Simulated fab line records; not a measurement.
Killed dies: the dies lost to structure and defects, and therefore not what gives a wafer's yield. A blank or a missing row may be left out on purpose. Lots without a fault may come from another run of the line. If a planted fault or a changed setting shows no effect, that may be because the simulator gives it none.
Problem report in the 8D (eight disciplines) form, filled by code | flow gf180mcu | the parts of the form that need people (team, actions taken, sign-off) are left out

== 1. THE PROBLEM ==
Mean of chamber pressure mTorr at GF_M1_STRIP_17: 1800.6 mTorr across 6 wafers in 2 lots; on wafers with no fault it is 1500.1 mTorr (standard deviation 1.5). That is +99 or more standard deviations from the usual mean.
The step: strips in O2/N2.
Earliest sighting: wafer L616.3 on plasma asher-03 at day 21 06:09. The record holds 39 wafers of 13 lots with a number at this step. Rule for "out" (also "out of limits"): further than 4 standard deviations from the usual mean. The rest of the wafers with a number are treated as sound.

== 2. WHAT IT IS; WHAT IT IS NOT ==
question                    | is                                               | is not
which readings at this step | chamber pressure mTorr, strip time to endpoint s | drypump motor current A, heater power w, oes product au
which lots                  | L615, L616                                       | L606, L608, L610, L611, L620, L624, L625, L626, L627, L628, L629
which wafers of those lots  | all that have a number                           | -
read on which tools         | plasma asher-03                                  | plasma asher-01, plasma asher-04
when                        | from day 21 06:09                                | up to then (12 sound wafers); but 21 sound wafers of L620, L624, L625, L626, L627, L628, L629 came after

== 3. WHAT RULES OUT EACH SUSPECT ==
Counting: a tool at any process step up to the reading remains a suspect when it ran all the lots that are out and ran no sound lot after the first of those.
- cvd w-01 at GF_CONTACT_CVD_24 (deposits W, target thk 300 nm, time 90.339 s): ruled out as a lasting fault. After its first lot that is out, L616 (day 20 04:28), sound lots L625, L626 ran on it.
- plasma asher-03 at GF_M1_STRIP_17 (strips in O2/N2): ruled out as a lasting fault. After its first lot that is out, L616 (day 21 06:09), sound lots L625, L626, L629 ran on it.
Left after counting: nothing in the record.

== 4. THE CAUSE (what the simulator had put in) ==
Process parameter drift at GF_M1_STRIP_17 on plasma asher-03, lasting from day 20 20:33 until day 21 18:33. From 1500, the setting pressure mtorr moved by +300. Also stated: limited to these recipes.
Counting ruled it out, wrongly.

== 5. THE EFFECT CHAIN, in route order ==
Each row: a reading where the mean over the struck wafers with a number is more than 3 standard deviations away from the usual. Only readings whose record carries a usual standard deviation are examined. hours: median over the lots of the time between each lot's start at the first step of this table that gives one and its start at this step. sigmas: the change, counted in usual standard deviations.
hours | step           | reading                  | usual        | on struck wafers | change | sigmas
0     | GF_M1_STRIP_17 | chamber pressure mTorr   | 1500.1 mTorr | 1800.6           | +300.5 | +99 or more
0     | GF_M1_STRIP_17 | strip time to endpoint s | 7.86 s       | 7.57             | -0.29  | -7.4
It contains these process steps:
- GF_M1_STRIP_17: strips in O2/N2.

== 6. HOW IT WOULD HAVE BEEN CAUGHT EARLIER ==
The fault began at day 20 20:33; the first out-of-limits reading in this record came at day 21 06:09, 10 hours later.
